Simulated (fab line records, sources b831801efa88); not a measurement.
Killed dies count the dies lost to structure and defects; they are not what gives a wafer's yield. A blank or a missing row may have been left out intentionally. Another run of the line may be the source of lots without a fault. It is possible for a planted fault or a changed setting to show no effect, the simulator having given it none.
fab line records	flow gf180mcu
record lots=13	wafers=39	last_day=34
route steps=602 shown STI@13 NWELL@50 NSD@242 M1@315
lots untouched by any fault: they come from a run of this same line in which no faults occurred
start_h: hours from the record's first day to the start of the lot's first wafer shown	wait_h: how many hours have passed since the lot's step before this one	" repeats the value in the row above	L1.1+2: several wafers, shown together as one row	- either no value or no given start	* or withheld: withheld	< > ~ a bound
route shown NAME@n: NAME is a module with steps in the file, n the number in the route of the first one	usual: the fault-free wafers' mean and standard deviation	same: alike in all rows	chamber/n: place in a boat	sites: each site's reading	_std_site: their standard deviation	_edge_site: mean of outer sites minus mean of inner sites	radius_mm: for every site, how far away it sits from the centre of the wafer	mask NAME#n: copy n	behind: the most recent tool/chamber to have shaped the wafer	hold: why the lot went on hold/how many hours it stayed there/how the hold came to an end	device: transistor that didn't switch, given as n, p or np	end of line: the tests these same wafers got at the end of their route	step lacking rows: just its recipe	killed: count of dies lost to structure and defects at first sort (not the wafer's yield)	map: shows each die of a wafer: x if killed, . if not, _ if none is there
set.NAME: the setting that was run; set.NAME@STEP: the one run at that earlier step	model.NAME: the simulator's own value behind a step, which no gauge read
steps of the route over a sample of lots; a table a step, a row a wafer
services: from which hour (start_h, from the record's first day; less than 0 if before it) a tool's chamber was out of use, for how many hours, and why
## steps
# step GF_STI_CD_MEAS_12
# recipe target_cd_nm=220
# usual cd_nm=219.2/1.6
lot.wafer	tool	chamber	start_h	wait_h	cd_nm
L201.2	cd_sem-02	-	29.73	0.1	218.8
L201.4	"	-	"	"	220.6
L201.6	"	-	"	"	219.9
L202.1	cd_sem-02	-	35.71	0.1	217.1
L202.2	"	-	"	"	218.0
L202.4	"	-	"	"	217.7
L203.1	cd_sem-01	-	41.89	0.1	217.8
L203.3	"	-	"	"	218.6
L203.5	"	-	"	"	218.0
L204.2	cd_sem-01	-	46.41	0.1	219.5
L204.3	"	-	"	"	218.7
L204.5	"	-	"	"	219.3
L205.1	cd_sem-02	-	52.91	0.1	218.7
L205.4	"	-	"	"	219.2
L205.6	"	-	"	"	219.0
L206.1	cd_sem-02	-	57.16	0.1	217.0
L206.2	"	-	"	"	219.4
L206.4	"	-	"	"	217.5
L207.2	cd_sem-01	-	62.21	0.1	216.9
L207.3	"	-	"	"	218.5
L207.4	"	-	"	"	218.9
L208.1	cd_sem-01	-	65.71	0.1	220.7
L208.4	"	-	"	"	220.7
L208.6	"	-	"	"	220.0
L213.1	cd_sem-02	-	94.66	0.1	219.6
L213.2	"	-	"	"	220.4
L213.5	"	-	"	"	220.3
L215.3	cd_sem-01	-	102.63	0.1	216.5
L215.4	"	-	"	"	215.5
L215.6	"	-	"	"	215.9
L219.3	cd_sem-01	-	123.97	0.1	219.6
L219.5	"	-	"	"	219.6
L219.6	"	-	"	"	220.8
L220.2	cd_sem-01	-	129.01	0.1	218.7
L220.3	"	-	"	"	217.3
L220.5	"	-	"	"	216.8
L222.2	cd_sem-01	-	138.85	0.1	221.6
L222.5	"	-	"	"	220.8
L222.6	"	-	"	"	220.5
# step GF_NWELL_IMPLANT_08
# recipe species=P	energy_kev=450	dose_cm2=1.5e+13	tilt_deg=0
# usual dose_ions_cm2=1.5e+13/1.5e+10	faraday_current_uA=84.7/1.7
lot.wafer	tool	chamber	start_h	wait_h	dose_ions_cm2	faraday_current_uA
L201.2	implanter-03	0	61.15	0.0	1.4979e+13	84.0
L201.4	"	0	"	"	1.4999e+13	83.2
L201.6	"	0	"	"	1.4994e+13	84.9
L202.1	implanter-04	0	68.43	0.0	1.4982e+13	83.7
L202.2	"	0	"	"	1.5019e+13	83.7
L202.4	"	0	"	"	1.4988e+13	86.0
L203.1	implanter-03	0	72.32	0.0	1.5e+13	87.3
L203.3	"	0	"	"	1.5009e+13	87.6
L203.5	"	0	"	"	1.4971e+13	85.5
L204.2	implanter-04	0	77.65	0.0	1.5014e+13	84.7
L204.3	"	0	"	"	1.502e+13	83.3
L204.5	"	0	"	"	1.4997e+13	83.1
L205.1	implanter-04	0	84.82	0.0	1.5032e+13	87.3
L205.4	"	0	"	"	1.5009e+13	85.3
L205.6	"	0	"	"	1.499e+13	84.7
L206.1	implanter-02	0	90.33	0.0	1.5003e+13	85.0
L206.2	"	0	"	"	1.4988e+13	83.8
L206.4	"	0	"	"	1.4988e+13	86.4
L207.2	implanter-04	0	94.76	0.0	1.499e+13	84.4
L207.3	"	0	"	"	1.4968e+13	86.3
L207.4	"	0	"	"	1.5015e+13	83.9
L208.1	implanter-04	0	99.47	0.0	1.498e+13	85.0
L208.4	"	0	"	"	1.5003e+13	81.8
L208.6	"	0	"	"	1.4997e+13	83.6
L213.1	implanter-03	0	130.03	0.0	1.5003e+13	85.8
L213.2	"	0	"	"	1.4988e+13	84.8
L213.5	"	0	"	"	1.4989e+13	83.5
L215.3	implanter-03	0	137.97	0.1	2.5044e+13	135.6
L215.4	"	0	"	"	2.5062e+13	135.4
L215.6	"	0	"	"	2.5055e+13	137.4
L219.3	implanter-03	0	159.37	0.1	2.5078e+13	136.8
L219.5	"	0	"	"	2.5053e+13	138.7
L219.6	"	0	"	"	2.5062e+13	137.4
L220.2	implanter-04	0	164.30	0.0	1.499e+13	82.4
L220.3	"	0	"	"	1.5002e+13	85.1
L220.5	"	0	"	"	1.4979e+13	84.5
L222.2	implanter-04	0	174.86	0.0	1.4979e+13	85.2
L222.5	"	0	"	"	1.501e+13	86.6
L222.6	"	0	"	"	1.5015e+13	87.9
# step GF_NWELL_TW_MEAS_11
# usual NWELL_TW=1588/12
lot.wafer	tool	chamber	start_h	wait_h	hold	NWELL_TW
L201.2	film_metro-03	-	61.53	0.1	-	1586
L201.4	"	-	"	"	-	1578
L201.6	"	-	"	"	-	1590
L202.1	film_metro-01	-	68.83	0.1	-	1573
L202.2	"	-	"	"	-	1569
L202.4	"	-	"	"	-	1562
L203.1	film_metro-04	-	72.72	0.1	-	1609
L203.3	"	-	"	"	-	1606
L203.5	"	-	"	"	-	1596
L204.2	film_metro-04	-	78.03	0.1	-	1598
L204.3	"	-	"	"	-	1595
L204.5	"	-	"	"	-	1591
L205.1	film_metro-01	-	85.22	0.1	-	1582
L205.4	"	-	"	"	-	1582
L205.6	"	-	"	"	-	1585
L206.1	film_metro-04	-	90.73	0.1	-	1601
L206.2	"	-	"	"	-	1594
L206.4	"	-	"	"	-	1605
L207.2	film_metro-04	-	95.14	0.1	-	1601
L207.3	"	-	"	"	-	1606
L207.4	"	-	"	"	-	1594
L208.1	film_metro-04	-	99.87	0.1	-	1602
L208.4	"	-	"	"	-	1601
L208.6	"	-	"	"	-	1601
L213.1	film_metro-03	-	130.43	0.1	-	1582
L213.2	"	-	"	"	-	1588
L213.5	"	-	"	"	-	1578
L215.3	film_metro-04	-	138.34	0.1	await_dispo/0.2h/release	1854
L215.4	"	-	"	"	await_dispo/0.2h/release	1855
L215.6	"	-	"	"	await_dispo/0.2h/release	1854
L215.3	film_metro-04	-	138.72	0.4	-	1866
L215.4	"	-	"	"	-	1854
L215.6	"	-	"	"	-	1852
L219.3	film_metro-04	-	159.74	0.1	await_dispo/0.2h/release	1841
L219.5	"	-	"	"	await_dispo/0.2h/release	1835
L219.6	"	-	"	"	await_dispo/0.2h/release	1849
L219.3	film_metro-04	-	160.04	0.3	-	1838
L219.5	"	-	"	"	-	1837
L219.6	"	-	"	"	-	1845
L220.2	film_metro-04	-	164.68	0.1	-	1585
L220.3	"	-	"	"	-	1587
L220.5	"	-	"	"	-	1581
L222.2	film_metro-03	-	175.24	0.1	-	1580
L222.5	"	-	"	"	-	1587
L222.6	"	-	"	"	-	1576
# step GF_VT_IMPLANT_RS_MEAS_47
# recipe thk_meas_gauge=four-point-probe
# usual NWELL_RS=488.2/1.2
lot.wafer	tool	chamber	start_h	wait_h	hold	NWELL_RS[ohm/sq]
L201.2	film_metro-04	-	165.37	0.1	-	488.0
L201.4	"	-	"	"	-	488.6
L201.6	"	-	"	"	-	488.1
L202.1	film_metro-03	-	174.10	0.1	-	487.8
L202.2	"	-	"	"	-	487.0
L202.4	"	-	"	"	-	487.4
L203.1	film_metro-03	-	179.31	0.1	-	485.4
L203.3	"	-	"	"	-	486.3
L203.5	"	-	"	"	-	486.2
L204.2	film_metro-03	-	185.67	0.1	-	488.4
L204.3	"	-	"	"	-	490.4
L204.5	"	-	"	"	-	488.2
L205.1	film_metro-04	-	193.05	0.1	-	487.2
L205.4	"	-	"	"	-	489.3
L205.6	"	-	"	"	-	488.6
L206.1	film_metro-04	-	198.90	0.1	-	488.6
L206.2	"	-	"	"	-	488.7
L206.4	"	-	"	"	-	487.7
L207.2	film_metro-01	-	204.49	0.1	-	489.9
L207.3	"	-	"	"	-	490.4
L207.4	"	-	"	"	-	489.9
L208.1	film_metro-04	-	211.70	0.1	-	488.0
L208.4	"	-	"	"	-	488.7
L208.6	"	-	"	"	-	487.7
L213.1	film_metro-04	-	245.05	0.1	-	489.0
L213.2	"	-	"	"	-	487.0
L213.5	"	-	"	"	-	487.9
L215.3	film_metro-03	-	254.40	0.1	await_dispo/0.2h/release	377.4
L215.4	"	-	"	"	await_dispo/0.2h/release	378.2
L215.6	"	-	"	"	await_dispo/0.2h/release	378.2
L215.3	film_metro-03	-	254.76	0.3	-	378.7
L215.4	"	-	"	"	-	378.2
L215.6	"	-	"	"	-	378.9
L219.3	film_metro-04	-	279.75	0.1	await_dispo/0.2h/release	378.5
L219.5	"	-	"	"	await_dispo/0.2h/release	378.0
L219.6	"	-	"	"	await_dispo/0.2h/release	378.2
L219.3	film_metro-04	-	280.11	0.3	-	378.2
L219.5	"	-	"	"	-	377.5
L219.6	"	-	"	"	-	378.5
L220.2	film_metro-04	-	282.58	0.1	-	489.4
L220.3	"	-	"	"	-	488.8
L220.5	"	-	"	"	-	489.8
L222.2	film_metro-01	-	298.37	0.1	-	487.6
L222.5	"	-	"	"	-	487.8
L222.6	"	-	"	"	-	487.1
# step GF_NSD_CD_MEAS_07
# recipe target_cd_nm=400
# usual cd_nm=399.5/2.3
lot.wafer	tool	chamber	start_h	wait_h	cd_nm
L201.2	cd_sem-02	-	312.10	0.1	402.7
L201.4	"	-	"	"	402.4
L201.6	"	-	"	"	402.7
L203.1	cd_sem-02	-	326.38	0.1	399.9
L203.3	"	-	"	"	400.1
L203.5	"	-	"	"	401.7
L202.1	cd_sem-02	-	327.84	0.1	399.0
L202.2	"	-	"	"	394.9
L202.4	"	-	"	"	398.3
L204.2	cd_sem-01	-	334.80	0.1	397.8
L204.3	"	-	"	"	398.0
L204.5	"	-	"	"	397.0
L205.1	cd_sem-02	-	346.48	0.1	400.2
L205.4	"	-	"	"	397.6
L205.6	"	-	"	"	397.4
L206.1	cd_sem-02	-	347.84	0.1	399.3
L206.2	"	-	"	"	398.9
L206.4	"	-	"	"	400.4
L207.2	cd_sem-01	-	361.61	0.1	398.5
L207.3	"	-	"	"	399.6
L207.4	"	-	"	"	395.9
L208.1	cd_sem-01	-	377.74	0.1	396.9
L208.4	"	-	"	"	392.4
L208.6	"	-	"	"	394.8
L213.1	cd_sem-02	-	416.23	0.1	401.3
L213.2	"	-	"	"	400.8
L213.5	"	-	"	"	398.1
L220.2	cd_sem-02	-	455.25	0.1	397.9
L220.3	"	-	"	"	398.4
L220.5	"	-	"	"	394.8
L222.2	cd_sem-01	-	474.46	0.1	397.3
L222.5	"	-	"	"	399.2
L222.6	"	-	"	"	396.9
# step GF_M1_SPUTTER_00
# recipe material=Ti	target_thk_nm=37.5	arriving_ion_energy_ev=80	substrate_temp_c=200	chamber_pressure_pa=2	power_w=4000	time_s=150
# usual throttle_valve_pct=29.8/1.3
lot.wafer	tool	chamber	start_h	wait_h	throttle_valve_pct
L201.2	pvd_sputter-02	-	381.01	0.2	30.0
L201.4	"	-	"	"	30.7
L201.6	"	-	"	"	30.7
L203.1	pvd_sputter-04	-	397.30	0.2	30.2
L203.3	"	-	"	"	31.7
L203.5	"	-	"	"	28.8
L202.1	pvd_sputter-02	-	397.58	0.1	30.4
L202.2	"	-	"	"	29.0
L202.4	"	-	"	"	30.6
L204.2	pvd_sputter-02	-	405.70	0.2	29.2
L204.3	"	-	"	"	30.7
L204.5	"	-	"	"	30.3
L205.1	pvd_sputter-01	-	419.69	0.2	27.6
L205.4	"	-	"	"	30.1
L205.6	"	-	"	"	30.0
L206.1	pvd_sputter-04	-	420.64	0.2	28.9
L206.2	"	-	"	"	31.8
L206.4	"	-	"	"	30.5
L207.2	pvd_sputter-01	-	433.95	0.2	27.5
L207.3	"	-	"	"	30.2
L207.4	"	-	"	"	31.6
L208.1	pvd_sputter-01	-	451.70	0.2	27.2
L208.4	"	-	"	"	30.3
L208.6	"	-	"	"	27.5
L213.1	pvd_sputter-01	-	491.39	0.1	29.8
L213.2	"	-	"	"	27.7
L213.5	"	-	"	"	31.4
L220.2	pvd_sputter-04	-	530.24	0.2	30.2
L220.3	"	-	"	"	31.5
L220.5	"	-	"	"	27.3
L222.2	pvd_sputter-02	-	547.54	0.2	29.5
L222.5	"	-	"	"	29.3
L222.6	"	-	"	"	29.9
## services
tool	chamber	start_h	hours	kind
implanter-03	-	37.53	2.2	repair
implanter-04	-	57.65	3.9	repair
pvd_sputter-02	-	72.18	1.1	repair
implanter-04	-	100.03	3.5	repair
pvd_sputter-04	-	100.85	2.7	repair
pvd_sputter-01	-	106.96	11.6	repair
implanter-04	-	111.37	6.5	repair
implanter-03	-	124.68	3.4	repair
implanter-04	-	171.17	1.9	repair
pvd_sputter-02	-	194.20	4.2	repair
implanter-03	-	213.97	4.2	repair
pvd_sputter-01	-	224.32	5.3	repair
implanter-04	-	262.21	2.7	pm
pvd_sputter-01	-	274.79	9.1	repair
pvd_sputter-01	-	315.05	3.7	repair
implanter-04	-	339.32	0.5	repair
pvd_sputter-02	-	346.35	9.2	repair
implanter-03	-	349.63	2.6	pm
implanter-03	-	359.20	3.3	pm
implanter-04	-	369.41	1.4	repair
implanter-04	-	440.28	109.0	pm
implanter-03	-	497.77	3.5	repair
implanter-03	-	531.31	2.0	repair
pvd_sputter-01	-	547.06	1.4	repair
## key
first_sign step=GF_NWELL_IMPLANT_08	reading=dose_ions_cm2	direction=up	sigmas=99+	usual=1.5e+13	struck=2.5059e+13
effect step=GF_NWELL_IMPLANT_08	reading=faraday_current_uA	direction=up	sigmas=31	usual=84.7	struck=136.9
effect step=GF_NWELL_TW_MEAS_11	reading=visit	direction=added
effect step=GF_NWELL_TW_MEAS_11	reading=NWELL_TW	direction=up	sigmas=21	usual=1588	struck=1848
effect step=GF_VT_IMPLANT_RS_MEAS_47	reading=NWELL_RS	direction=down	sigmas=89	usual=488.2	struck=378.1
met_at GF_NWELL_IMPLANT_08
struck_lots L215,L219
scrapped_behind GF_VT_IMPLANT_RS_MEAS_47 L215.3,L215.4,L215.6,L219.3,L219.5,L219.6
not_acting_at GF_STI_CD_MEAS_12,GF_NSD_CD_MEAS_07,GF_M1_SPUTTER_00
onset_between 130.03 137.97
fault kind=process_parameter_drift	tool=implanter-03	chamber=-	onset_h=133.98	steps=GF_NWELL_IMPLANT_08	channel=dose_cm2	offset=1.0048e+13	shape=step	end_h=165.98	acts_in=these_recipes_only	stated=1.5e+13
